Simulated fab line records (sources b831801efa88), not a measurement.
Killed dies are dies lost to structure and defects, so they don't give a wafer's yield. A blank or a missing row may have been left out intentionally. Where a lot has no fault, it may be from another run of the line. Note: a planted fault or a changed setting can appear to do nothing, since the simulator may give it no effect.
Problem report, 8D (eight disciplines) form, completed by code | flow sky130 | the parts of the form that need people (team, actions taken, sign-off) are left out

1. THE PROBLEM
Wafers without a fault read 9.999, standard deviation 0.003; beam_energy_keV at SKY_VT_ADJUST_HVTR_IMPLANT_09 reads a mean of 10.174 on 9 wafers belonging to 3 lots. Measured from the usual mean, that is +58 standard deviations.
First observed at day 12 10:19: wafer L253.1, on implanter-03. The record holds 21 wafers of 7 lots with a number at this step. Rule for "out" (also "out of limits"): further than 4 standard deviations from the usual mean. The rest of the wafers with a number are treated as sound.

2. WHAT IT IS AND WHAT IT IS NOT
question                    | is                     | is not
which readings at this step | beam_energy_keV        | -
which lots                  | L253, L254, L255       | L244, L246, L261, L266
which wafers of those lots  | all that have a number | -
read on which tools         | implanter-03           | implanter-02, implanter-04
when                        | from day 12 10:19      | up to then (6 sound wafers); but 6 sound wafers of L261, L266 came after

3. THE SUSPECTS, EACH WITH WHAT RULES IT OUT
Counting: a tool at a process step up to the reading stays a suspect if it ran every lot that is out and no sound lot after the first of them.
- implanter-03 at SKY_VT_ADJUST_HVTR_IMPLANT_09: ruled out as a lasting fault. The sound lots L266 went through it after L253, its earliest lot that is out (day 12 10:19).
Left after counting: nothing in the record.

4. THE CAUSE (what the simulator had put in)
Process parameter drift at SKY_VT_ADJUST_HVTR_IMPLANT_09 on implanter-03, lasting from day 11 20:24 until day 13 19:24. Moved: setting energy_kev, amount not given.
Counting ruled it out, wrongly.

5. THE CHAIN OF EFFECTS, in route order
Each row: a reading whose mean over the struck wafers that have a number lies more than 3 standard deviations from the usual. Only readings whose record carries a usual standard deviation are examined. hours: median over the lots of the time between each lot's start at the first step of this table that gives one and its start at this step. sigmas: the change, counted in usual standard deviations.
hours | step                          | reading         | usual | on struck wafers | change | sigmas
0     | SKY_VT_ADJUST_HVTR_IMPLANT_09 | beam_energy_keV | 9.999 | 10.174           | +0.175 | +58
It contains these process steps:
- SKY_VT_ADJUST_HVTR_IMPLANT_09

6. WHAT WOULD HAVE CAUGHT IT SOONER
In this record no reading fell out of limits until day 12 10:19, 14 hours after the fault had begun at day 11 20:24.
